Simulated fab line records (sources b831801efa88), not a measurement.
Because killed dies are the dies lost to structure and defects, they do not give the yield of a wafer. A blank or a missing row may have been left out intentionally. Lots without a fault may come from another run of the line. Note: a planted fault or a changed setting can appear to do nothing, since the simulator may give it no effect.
Which tool is to blame? :: flow sky130 :: 24 lots, 72 wafers sampled, at 4 steps of a route of 708

== WHAT EACH GAUGE READ, for each wafer ==
SKY_LI_CONTACT_RS_MEAS_22: uses a four-point probe to measure. Usual: LI_CONTACT_W_RS typically reads 0.2836 ohm/sq, with standard deviation 0.0026.
lot: L074
measured: day 29 10:37
on: filmMetro-03
LI_CONTACT_W_RS (ohm/sq): 0.2843 0.2849 0.2831
flag: 

lot: L075
measured: day 30 02:30
on: filmMetro-03
LI_CONTACT_W_RS (ohm/sq): 0.2843 0.2841 0.2867
flag: 

lot: L076
measured: day 30 16:19
on: filmMetro-01
LI_CONTACT_W_RS (ohm/sq): 0.2849 0.2799 0.2813
flag: 

lot: L077
measured: day 30 19:32
on: filmMetro-03
LI_CONTACT_W_RS (ohm/sq): 0.2857 0.2852 0.2845
flag: 

lot: L078
measured: day 30 20:17
on: filmMetro-04
LI_CONTACT_W_RS (ohm/sq): 0.2866 0.2892 0.2891
flag: 

lot: L079
measured: day 31 15:52
on: filmMetro-01
LI_CONTACT_W_RS (ohm/sq): 0.2817 0.2854 0.2825
flag: 

lot: L080
measured: day 32 09:26
on: filmMetro-04
LI_CONTACT_W_RS (ohm/sq): 0.2857 0.2834 0.2872
flag: 

lot: L082
measured: day 32 11:51
on: filmMetro-04
LI_CONTACT_W_RS (ohm/sq): 0.2804 0.2787 0.2824
flag: 

lot: L081
measured: day 32 15:48
on: filmMetro-04
LI_CONTACT_W_RS (ohm/sq): 0.2861 0.2875 0.2810
flag: 

lot: L083
measured: day 32 20:35
on: filmMetro-03
LI_CONTACT_W_RS (ohm/sq): 0.2841 0.2860 0.2832
flag: 

lot: L084
measured: day 33 08:55
on: filmMetro-03
LI_CONTACT_W_RS (ohm/sq): 0.2834 0.2847 0.2834
flag: 

lot: L086
measured: day 33 09:55
on: filmMetro-03
LI_CONTACT_W_RS (ohm/sq): 0.2838 0.2809 0.2843
flag: 

lot: L087
measured: day 33 11:33
on: filmMetro-01
LI_CONTACT_W_RS (ohm/sq): 0.2839 0.2850 0.2807
flag: 

lot: L085
measured: day 33 11:56
on: filmMetro-01
LI_CONTACT_W_RS (ohm/sq): 0.2806 0.2858 0.2821
flag: 

lot: L088
measured: day 33 23:39
on: filmMetro-04
LI_CONTACT_W_RS (ohm/sq): 0.2866 0.2827 0.2811
flag: 

lot: L089
measured: day 34 07:45
on: filmMetro-04
LI_CONTACT_W_RS (ohm/sq): 0.2843 0.2806 0.2825
flag: 

lot: L090
measured: day 34 10:36
on: filmMetro-03
LI_CONTACT_W_RS (ohm/sq): 0.2830 0.2819 0.2854
flag: 

lot: L091
measured: day 35 02:13
on: filmMetro-04
LI_CONTACT_W_RS (ohm/sq): 0.2842 0.2849 0.2819
flag: 

lot: L092
measured: day 35 09:49
on: filmMetro-03
LI_CONTACT_W_RS (ohm/sq): 0.2775 0.2800 0.2829
flag: 

lot: L094
measured: day 35 12:43
on: filmMetro-03
LI_CONTACT_W_RS (ohm/sq): 0.2863 0.2837 0.2872
flag: 

lot: L093
measured: day 35 15:41
on: filmMetro-04
LI_CONTACT_W_RS (ohm/sq): 0.2850 0.2815 0.2835
flag: 

lot: L095
measured: day 36 03:58
on: filmMetro-03
LI_CONTACT_W_RS (ohm/sq): 0.2846 0.2848 0.2871
flag: 

lot: L096
measured: day 36 05:06
on: filmMetro-03
LI_CONTACT_W_RS (ohm/sq): 0.2863 0.2810 0.2849
flag: 

lot: L097
measured: day 36 13:04
on: filmMetro-03
LI_CONTACT_W_RS (ohm/sq): 0.2846 0.2840 0.2825
flag: 

SKY_CONTACT_RS_MEAS_25: uses a four-point probe to measure. Usual: CONTACT_W_RS typically reads 0.339 ohm/sq, with standard deviation 0.0045.
lot: L074
measured: day 31 21:52
on: filmMetro-03
CONTACT_W_RS (ohm/sq): 0.342 0.334 0.337
flag: 

lot: L075
measured: day 32 11:41
on: filmMetro-03
CONTACT_W_RS (ohm/sq): 0.339 0.340 0.338
flag: 

lot: L076
measured: day 33 01:31
on: filmMetro-02
CONTACT_W_RS (ohm/sq): 0.340 0.339 0.338
flag: 

lot: L077
measured: day 33 05:35
on: filmMetro-02
CONTACT_W_RS (ohm/sq): 0.339 0.335 0.334
flag: 

lot: L078
measured: day 33 09:11
on: filmMetro-02
CONTACT_W_RS (ohm/sq): 0.337 0.342 0.339
flag: 

lot: L079
measured: day 34 00:35
on: filmMetro-02
CONTACT_W_RS (ohm/sq): 0.329 0.339 0.344
flag: 

lot: L080
measured: day 34 19:19
on: filmMetro-01
CONTACT_W_RS (ohm/sq): 0.340 0.338 0.334
flag: 

lot: L082
measured: day 34 19:37
on: filmMetro-02
CONTACT_W_RS (ohm/sq): 0.333 0.342 0.333
flag: 

lot: L081
measured: day 35 00:26
on: filmMetro-02
CONTACT_W_RS (ohm/sq): 0.331 0.336 0.340
flag: 

lot: L083
measured: day 35 05:36
on: filmMetro-02
CONTACT_W_RS (ohm/sq): 0.336 0.349 0.336
flag: 

lot: L084
measured: day 35 16:41
on: filmMetro-01
CONTACT_W_RS (ohm/sq): 0.338 0.336 0.337
flag: 

lot: L086
measured: day 35 18:53
on: filmMetro-03
CONTACT_W_RS (ohm/sq): 0.342 0.340 0.342
flag: 

lot: L087
measured: day 35 21:08
on: filmMetro-02
CONTACT_W_RS (ohm/sq): 0.339 0.343 0.338
flag: 

lot: L085
measured: day 35 21:37
on: filmMetro-03
CONTACT_W_RS (ohm/sq): 0.350 0.346 0.348
flag: 

lot: L088
measured: day 36 07:50
on: filmMetro-03
CONTACT_W_RS (ohm/sq): 0.334 0.345 0.346
flag: 

lot: L089
measured: day 36 16:31
on: filmMetro-03
CONTACT_W_RS (ohm/sq): 0.332 0.346 0.347
flag: 

lot: L090
measured: day 36 17:26
on: filmMetro-03
CONTACT_W_RS (ohm/sq): 0.337 0.339 0.337
flag: 

lot: L091
measured: day 37 09:47
on: filmMetro-03
CONTACT_W_RS (ohm/sq): 0.340 0.342 0.341
flag: 

lot: L092
measured: day 37 17:54
on: filmMetro-02
CONTACT_W_RS (ohm/sq): 0.345 0.345 0.336
flag: 

lot: L094
measured: day 37 20:34
on: filmMetro-03
CONTACT_W_RS (ohm/sq): 0.341 0.338 0.338
flag: 

lot: L093
measured: day 37 22:35
on: filmMetro-02
CONTACT_W_RS (ohm/sq): 0.338 0.342 0.339
flag: 

lot: L095
measured: day 38 09:48
on: filmMetro-02
CONTACT_W_RS (ohm/sq): 0.339 0.342 0.341
flag: 

lot: L096
measured: day 38 11:26
on: filmMetro-01
CONTACT_W_RS (ohm/sq): 0.334 0.340 0.332
flag: 

lot: L097
measured: day 38 19:43
on: filmMetro-02
CONTACT_W_RS (ohm/sq): 0.334 0.333 0.337
flag: 

SKY_METAL2_OVL_MEAS_16. Usual: METAL2_OVL typically reads -3 nm, with standard deviation 6.4.
lot: L074
measured: day 35 11:00
on: overlay-02
METAL2_OVL (nm): -7 -1 -13
flag: 

lot: L075
measured: day 36 00:14
on: overlay-01
METAL2_OVL (nm): -19 -6 -8
flag: 

lot: L076
measured: day 36 13:53
on: overlay-01
METAL2_OVL (nm): 6 -3 4
flag: 

lot: L077
measured: day 36 16:46
on: overlay-02
METAL2_OVL (nm): -2 2 -4
flag: 

lot: L078
measured: day 36 19:08
on: overlay-02
METAL2_OVL (nm): -2 -10 -8
flag: 

lot: L079
measured: day 37 10:45
on: overlay-01
METAL2_OVL (nm): -5 -3 -5
flag: 

lot: L080
measured: day 38 05:09
on: overlay-01
METAL2_OVL (nm): 7 8 5
flag: 

lot: L082
measured: day 38 05:56
on: overlay-01
METAL2_OVL (nm): -7 -13 -14
flag: 

lot: L081
measured: day 38 10:19
on: overlay-02
METAL2_OVL (nm): 7 3 4
flag: 

lot: L083
measured: day 38 15:41
on: overlay-02
METAL2_OVL (nm): 1 6 3
flag: 

lot: L084
measured: day 39 01:00
on: overlay-01
METAL2_OVL (nm): -13 -8 -8
flag: 

lot: L086
measured: day 39 03:08
on: overlay-02
METAL2_OVL (nm): -13 -8 -5
flag: 

lot: L087
measured: day 39 04:48
on: overlay-01
METAL2_OVL (nm): 0 5 3
flag: 

lot: L085
measured: day 39 06:03
on: overlay-01
METAL2_OVL (nm): -3 -4 -6
flag: 

lot: L088
measured: day 39 15:23
on: overlay-02
METAL2_OVL (nm): -11 -16 -5
flag: 

lot: L089
measured: day 40 00:11
on: overlay-02
METAL2_OVL (nm): -2 -7 -10
flag: 

lot: L090
measured: day 40 00:19
on: overlay-01
METAL2_OVL (nm): 6 0 1
flag: 

lot: L091
measured: day 40 16:05
on: overlay-02
METAL2_OVL (nm): -6 0 -10
flag: 

lot: L092
measured: day 40 23:50
on: overlay-02
METAL2_OVL (nm): -5 -4 -1
flag: 

lot: L094
measured: day 41 02:38
on: overlay-01
METAL2_OVL (nm): -1 0 3
flag: 

lot: L093
measured: day 41 04:08
on: overlay-02
METAL2_OVL (nm): -7 -12 -4
flag: 

lot: L095
measured: day 41 14:26
on: overlay-01
METAL2_OVL (nm): 1 -3 -8
flag: 

lot: L096
measured: day 42 02:23
on: overlay-01
METAL2_OVL (nm): 2 0 5
flag: 

lot: L097
measured: day 41 23:56
on: overlay-01
METAL2_OVL (nm): -12 -7 -7
flag: 

SKY_VIA2_THK_MEAS_23: measures by xrf. Usual: VIA2_W_THK typically reads 406 nm, with standard deviation 9.1.
lot: L074
measured: day 36 15:43
on: filmMetro-01
VIA2_W_THK (nm): 405 410 409
flag: 

lot: L075
measured: day 37 04:44
on: filmMetro-01
VIA2_W_THK (nm): 409 410 406
flag: 

lot: L076
measured: day 37 18:56
on: filmMetro-01
VIA2_W_THK (nm): 409 411 406
flag: 

lot: L077
measured: day 37 21:41
on: filmMetro-02
VIA2_W_THK (nm): 403 401 412
flag: 

lot: L078
measured: day 37 23:45
on: filmMetro-01
VIA2_W_THK (nm): 409 409 403
flag: 

lot: L079
measured: day 38 14:27
on: filmMetro-02
VIA2_W_THK (nm): 394 389 398
flag: 

lot: L080
measured: day 39 08:10
on: filmMetro-01
VIA2_W_THK (nm): 412 399 402
flag: 

lot: L082
measured: day 39 09:06
on: filmMetro-03
VIA2_W_THK (nm): 429 417 427
flag: 

lot: L081
measured: day 39 13:31
on: filmMetro-01
VIA2_W_THK (nm): 405 407 407
flag: 

lot: L083
measured: day 39 18:52
on: filmMetro-02
VIA2_W_THK (nm): 399 401 402
flag: 

lot: L084
measured: day 40 04:03
on: filmMetro-02
VIA2_W_THK (nm): 390 391 385
flag: 

lot: L086
measured: day 40 06:25
on: filmMetro-01
VIA2_W_THK (nm): 419 417 408
flag: 

lot: L087
measured: day 40 07:55
on: filmMetro-03
VIA2_W_THK (nm): 412 411 411
flag: 

lot: L085
measured: day 40 09:46
on: filmMetro-01
VIA2_W_THK (nm): 414 415 401
flag: 

lot: L088
measured: day 40 18:01
on: filmMetro-02
VIA2_W_THK (nm): 396 389 395
flag: 

lot: L089
measured: day 41 02:52
on: filmMetro-03
VIA2_W_THK (nm): 425 409 431
flag: 

lot: L090
measured: day 41 03:04
on: filmMetro-02
VIA2_W_THK (nm): 397 397 401
flag: 

lot: L091
measured: day 41 18:07
on: filmMetro-01
VIA2_W_THK (nm): 398 402 398
flag: 

lot: L092
measured: day 42 02:49
on: filmMetro-01
VIA2_W_THK (nm): 395 411 398
flag: 

lot: L094
measured: day 42 05:14
on: filmMetro-03
VIA2_W_THK (nm): 416 400 409
flag: 

lot: L093
measured: day 42 06:34
on: filmMetro-03
VIA2_W_THK (nm): 414 418 410
flag: 

lot: L095
measured: day 42 16:58
on: filmMetro-03
VIA2_W_THK (nm): 404 405 425
flag: 

lot: L096
measured: day 43 04:09
on: filmMetro-02
VIA2_W_THK (nm): 414 397 409
flag: 

lot: L097
measured: day 43 01:37
on: filmMetro-02
VIA2_W_THK (nm): 396 394 397
flag: 

== WHAT TOOL EACH LOT RAN ON (gives the tool, then ch and the chambers of the sampled wafers, and finally the start) ==
Record: no process step prior to these readings.

== WHAT THE TOOLS THEMSELVES READ (means of the sampled wafers that have a number; where no wafer has one, the mark that the record gives instead) ==
The record holds no such reading with a usual standard deviation.

== THE ANSWER, worked out from the rows above alone ==
Rule: take the mean of a lot's wafers that have a number; if it is more than 3 standard deviations from the usual mean, the lot is off. A lot without any number at a reading at which 4 lots or more have one is off too. All remaining lots with rows at the step are treated as sound. The gauges are gone through in route order, then the tools' own readings, and for those a lot's mean is taken as printed above. The first step at which some lot is off is used, and at that step the reading that is off furthest; a lot without a number counts as furthest.
None of the lots is off at any reading shown; this tells nothing.

== WHAT WAS PUT IN BY THE SIMULATOR ==
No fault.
